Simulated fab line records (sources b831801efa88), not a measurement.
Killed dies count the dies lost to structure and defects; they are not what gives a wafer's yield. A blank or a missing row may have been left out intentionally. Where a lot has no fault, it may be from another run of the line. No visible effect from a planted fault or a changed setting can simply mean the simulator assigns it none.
Which tool is to blame? + flow sky130 + 36 wafers from 12 lots sampled at 5 of the route's 708 steps

== WHAT THE GAUGES SHOWED, per wafer ==
SKY_VIA3_THK_MEAS_01. Usual: VIA3_HDPCVD_THK typically reads 1640 nm, with standard deviation 19.
| lot  | measured     | on            | VIA3_HDPCVD_THK (nm) | flag |
|------|--------------|---------------|----------------------|------|
| L825 | day 39 03:31 | film_metro-02 | 1640 1649 1680       |      |
| L826 | day 39 05:55 | film_metro-02 | 1651 1656 1651       |      |
| L828 | day 40 03:38 | film_metro-03 | 1625 1671 1629       |      |
| L830 | day 40 13:54 | film_metro-04 | 1653 1506 1506       | OFF  |
| L829 | day 40 12:59 | film_metro-04 | 1624 1516 1510       | OFF  |
| L832 | day 40 23:31 | film_metro-02 | 1660 1653 1667       |      |
| L841 | day 43 00:38 | film_metro-03 | 1613 1612 1605       |      |
| L844 | day 43 20:44 | film_metro-03 | 1614 1653 1635       |      |
| L845 | day 44 01:22 | film_metro-04 | 1634 1647 1662       |      |
| L846 | day 44 14:45 | film_metro-02 | 1613 1630 1650       |      |
| L847 | day 44 14:56 | film_metro-03 | 1613 1612 1603       |      |
| L848 | day 44 20:23 | film_metro-04 | 1657 1635 1643       |      |

SKY_VIA3_THK_MEAS_23: measures by xrf. Usual: VIA3_W_THK typically reads 398 nm, with standard deviation 6.1.
| lot  | measured     | on            | VIA3_W_THK (nm) | flag |
|------|--------------|---------------|-----------------|------|
| L825 | day 40 05:05 | film_metro-03 | 399 395 394     |      |
| L826 | day 40 08:08 | film_metro-03 | 407 403 399     |      |
| L828 | day 41 05:49 | film_metro-02 | 408 399 411     |      |
| L830 | day 41 16:20 | film_metro-04 | 394 394 391     |      |
| L829 | day 41 14:50 | film_metro-04 | 392 391 395     |      |
| L832 | day 42 01:09 | film_metro-03 | 391 391 395     |      |
| L841 | day 44 00:30 | film_metro-04 | 395 400 396     |      |
| L844 | day 44 20:10 | film_metro-04 | 398 407 410     |      |
| L845 | day 45 01:09 | film_metro-03 | 395 396 403     |      |
| L846 | day 45 13:26 | film_metro-03 | 392 390 394     |      |
| L847 | day 45 14:04 | film_metro-03 | 392 394 397     |      |
| L848 | day 45 20:07 | film_metro-02 | 394 396 396     |      |

== WHAT TOOL EACH LOT RAN ON (gives the tool, then ch and the chambers of the sampled wafers, and finally the start) ==
| lot  | SKY_VIA2_SPUTTER_20          | SKY_METAL3_ETCH_17                 | SKY_VIA3_HDPCVD_00               |
|------|------------------------------|------------------------------------|----------------------------------|
| L825 | pvd_sputter-03, day 36 22:25 | rie_diel-02 ch 0,2, day 39 02:21   | hdpcvd-01 ch 0,1,2, day 39 03:20 |
| L826 | pvd_sputter-04, day 37 01:13 | rie_diel-01 ch 1,2, day 39 04:54   | hdpcvd-01 ch 1,2, day 39 05:44   |
| L828 | pvd_sputter-04, day 37 23:45 | rie_diel-02 ch 0,1,2, day 40 02:40 | hdpcvd-02 ch 1,2, day 40 03:28   |
| L830 | pvd_sputter-02, day 38 09:46 | rie_diel-02 ch 1,2,3, day 40 12:57 | hdpcvd-02 ch 0,1, day 40 13:44   |
| L829 | pvd_sputter-03, day 38 09:50 | rie_diel-04 ch 0,2, day 40 12:01   | hdpcvd-02 ch 0,1,2, day 40 12:49 |
| L832 | pvd_sputter-02, day 38 18:58 | rie_diel-01 ch 0,1,2, day 40 22:33 | hdpcvd-01 ch 0,1,2, day 40 23:20 |
| L841 | pvd_sputter-02, day 40 22:53 | rie_diel-02 ch 1,2,3, day 42 23:40 | hdpcvd-01 ch 1,2, day 43 00:28   |
| L844 | pvd_sputter-04, day 41 20:05 | rie_diel-02 ch 1,3, day 43 19:45   | hdpcvd-01 ch 0,2, day 43 20:35   |
| L845 | pvd_sputter-02, day 42 00:27 | rie_diel-04 ch 1,3, day 44 00:17   | hdpcvd-02 ch 0,2, day 44 01:11   |
| L846 | pvd_sputter-03, day 42 13:40 | rie_diel-04 ch 0,1,3, day 44 13:48 | hdpcvd-02 ch 1,2, day 44 14:35   |
| L847 | pvd_sputter-02, day 42 14:50 | rie_diel-02 ch 1,2,3, day 44 13:59 | hdpcvd-01 ch 1,2, day 44 14:46   |
| L848 | pvd_sputter-02, day 42 21:23 | rie_diel-01 ch 0,1,3, day 44 19:26 | hdpcvd-02 ch 0,1, day 44 20:13   |
- SKY_VIA2_SPUTTER_20: material TiN, target thk 20 nm, time 80 s.
- SKY_METAL3_ETCH_17: etches SiO2 in C4F8/O2/Ar, stops on TiN, time 3.9 s, target depth 15 nm.
- SKY_VIA3_HDPCVD_00: deposits SiO2, target thk 1635 nm, time 272.5 s.

== WHAT THE TOOLS THEMSELVES READ (means of the sampled wafers that have a number; where no wafer has one, the mark that the record gives instead) ==
SKY_VIA2_SPUTTER_20. Usual: throttle_valve_pct 30.2 %, standard deviation 1.5.
| lot  | tool           | throttle_valve_pct (%) | flag |
|------|----------------|------------------------|------|
| L825 | pvd_sputter-03 | 30.3                   |      |
| L826 | pvd_sputter-04 | 28.8                   |      |
| L828 | pvd_sputter-04 | 29.0                   |      |
| L830 | pvd_sputter-02 | 32.1                   |      |
| L829 | pvd_sputter-03 | 29.4                   |      |
| L832 | pvd_sputter-02 | 31.9                   |      |
| L841 | pvd_sputter-02 | 31.9                   |      |
| L844 | pvd_sputter-04 | 29.4                   |      |
| L845 | pvd_sputter-02 | 30.8                   |      |
| L846 | pvd_sputter-03 | 29.2                   |      |
| L847 | pvd_sputter-02 | 31.0                   |      |
| L848 | pvd_sputter-02 | 31.1                   |      |

SKY_METAL3_ETCH_17. Usual: oes_product_au 0.752 a.u., standard deviation 0.0066.
| lot  | tool        | oes_product_au (a.u.) | flag |
|------|-------------|-----------------------|------|
| L825 | rie_diel-02 | 0.755                 |      |
| L826 | rie_diel-01 | 0.748                 |      |
| L828 | rie_diel-02 | 0.744                 |      |
| L830 | rie_diel-02 | 0.756                 |      |
| L829 | rie_diel-04 | 0.750                 |      |
| L832 | rie_diel-01 | 0.746                 |      |
| L841 | rie_diel-02 | 0.747                 |      |
| L844 | rie_diel-02 | 0.748                 |      |
| L845 | rie_diel-04 | 0.752                 |      |
| L846 | rie_diel-04 | 0.747                 |      |
| L847 | rie_diel-02 | 0.749                 |      |
| L848 | rie_diel-01 | 0.754                 |      |

SKY_VIA3_HDPCVD_00. Usual: pressure_mtorr 5.999 mTorr, standard deviation 0.012; run_length_s 300.6 s, standard deviation 0.5.
| lot  | tool      | pressure_mtorr (mTorr) | run_length_s (s) | flag |
|------|-----------|------------------------|------------------|------|
| L825 | hdpcvd-01 | 5.998                  | 300.8            |      |
| L826 | hdpcvd-01 | 5.989                  | 300.9            |      |
| L828 | hdpcvd-02 | 6.009                  | 299.8            |      |
| L830 | hdpcvd-02 | 6.003                  | 285.1            | OFF  |
| L829 | hdpcvd-02 | 6.008                  | 285.1            | OFF  |
| L832 | hdpcvd-01 | 6.002                  | 301.0            |      |
| L841 | hdpcvd-01 | 6.007                  | 300.9            |      |
| L844 | hdpcvd-01 | 5.996                  | 301.1            |      |
| L845 | hdpcvd-02 | 5.986                  | 300.1            |      |
| L846 | hdpcvd-02 | 5.991                  | 300.2            |      |
| L847 | hdpcvd-01 | 5.990                  | 301.2            |      |
| L848 | hdpcvd-02 | 6.003                  | 300.1            |      |

== THE ANSWER, worked out from the rows above alone ==
Rule: a lot counts as off when the mean over its wafers that have a number is more than 3 standard deviations away from the usual mean. A lot without any number at a reading at which 4 lots or more have one is off too. Where the step has rows for the other lots, those lots are counted as sound. First the gauges in route order, then the tools' own readings, where a lot's mean is used as printed above. At the first step where some lot is off, the reading lying furthest off is the one used; lots without a number count as furthest.
Off: L830, L829, at SKY_VIA3_THK_MEAS_01 (VIA3_HDPCVD_THK).
If a tool, at a process step before that reading, ran all the lots that are off and no sound lot after the first of them, it fits. Not tried: the gauges at SKY_VIA3_THK_MEAS_01; whatever is off there is also off at SKY_VIA3_HDPCVD_00, on other tools, and gauge error can't account for it. None of those tried fits.

== WHAT THE SIMULATOR HAD INSERTED ==
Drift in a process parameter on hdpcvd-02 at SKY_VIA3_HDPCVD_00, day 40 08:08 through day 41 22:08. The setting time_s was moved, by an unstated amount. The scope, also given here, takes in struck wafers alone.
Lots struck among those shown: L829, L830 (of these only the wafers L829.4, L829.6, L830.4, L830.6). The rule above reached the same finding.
